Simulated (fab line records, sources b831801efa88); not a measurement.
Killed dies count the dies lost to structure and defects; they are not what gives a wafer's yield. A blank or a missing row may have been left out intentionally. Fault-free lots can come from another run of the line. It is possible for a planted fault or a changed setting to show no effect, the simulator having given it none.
Which tool was responsible? + flow sky130 + 21 wafers from 7 lots sampled at 3 of the route's 708 steps

## WHAT THE GAUGES SHOWED, per wafer
SKY_VT_ADJUST_NCORE_TW_MEAS_11.
| lot  | measured     | on            | VT_ADJUST_NCORE_TW |
|------|--------------|---------------|--------------------|
| L793 | day 8 16:02  | film metro-04 | 218.8 221.1 220.2  |
| L798 | day 10 04:55 | film metro-04 | 30.0 30.0 30.1     |
| L800 | day 10 21:17 | film metro-01 | 216.1 216.3 216.8  |
| L806 | day 12 16:41 | film metro-04 | 220.0 219.8 220.4  |
| L811 | day 14 00:32 | film metro-02 | 213.7 214.3 214.6  |
| L812 | day 14 14:40 | film metro-02 | 213.7 213.9 214.0  |
| L814 | day 15 02:56 | film metro-01 | 216.0 217.3 218.0  |

## EACH LOT AND THE TOOL THAT RAN IT (in order: tool; ch and the chambers of the sampled wafers; start)
| lot  | SKY_VT_ADJUST_LVTN_STRIP_20          | SKY_VT_ADJUST_NCORE_STRIP_10         |
|------|--------------------------------------|--------------------------------------|
| L793 | plasma asher-01 ch 0,1, day 7 19:12  | plasma asher-01 ch 0,1, day 8 15:56  |
| L798 | plasma asher-04 ch 0,1, day 9 07:14  | plasma asher-02 ch 0, day 10 04:49   |
| L800 | plasma asher-01 ch 0,1, day 9 22:05  | plasma asher-04 ch 0,1, day 10 21:11 |
| L806 | plasma asher-01 ch 0,1, day 11 16:43 | plasma asher-01 ch 0,1, day 12 16:34 |
| L811 | plasma asher-03 ch 0,1, day 12 22:40 | plasma asher-02 ch 0,1, day 14 00:27 |
| L812 | plasma asher-03 ch 0,1, day 13 12:25 | plasma asher-04 ch 0,1, day 14 14:34 |
| L814 | plasma asher-03 ch 1, day 14 00:08   | plasma asher-04 ch 0,1, day 15 02:49 |
- SKY_VT_ADJUST_LVTN_STRIP_20: strips in O2/N2.
- SKY_VT_ADJUST_NCORE_STRIP_10: strips in O2/N2.

## THE ANSWER, worked out from the rows above alone
Rule: the usual values come from the lots themselves. Put in order of their means at a reading, lots are off if they are a third of the lots or fewer, leave a main group of 4 or more, and stand apart from it by a gap of 3 or more times the standard deviation of the main group's means; of several such gaps the widest counts. If all means in a main group match to the digits the tables above print for the reading, that group is not used. A lot without any number at a reading at which 4 lots or more have one is off too. All remaining lots with rows at the step are treated as sound.
Off: at SKY_VT_ADJUST_NCORE_TW_MEAS_11 (VT_ADJUST_NCORE_TW), L798. Main group: mean 216.9, sd 2.5.
A tool fits if, at a process step before that reading, it ran every lot that is off, and no sound lot after the first of them. The gauges at SKY_VT_ADJUST_NCORE_TW_MEAS_11 are tried like those tools. One candidate fits, namely plasma asher-04 at SKY_VT_ADJUST_LVTN_STRIP_20. It ran no sound lot before its first lot that is off in this sample, so the start can't be narrowed down.

## WHAT THE SIMULATOR HAD PUT IN
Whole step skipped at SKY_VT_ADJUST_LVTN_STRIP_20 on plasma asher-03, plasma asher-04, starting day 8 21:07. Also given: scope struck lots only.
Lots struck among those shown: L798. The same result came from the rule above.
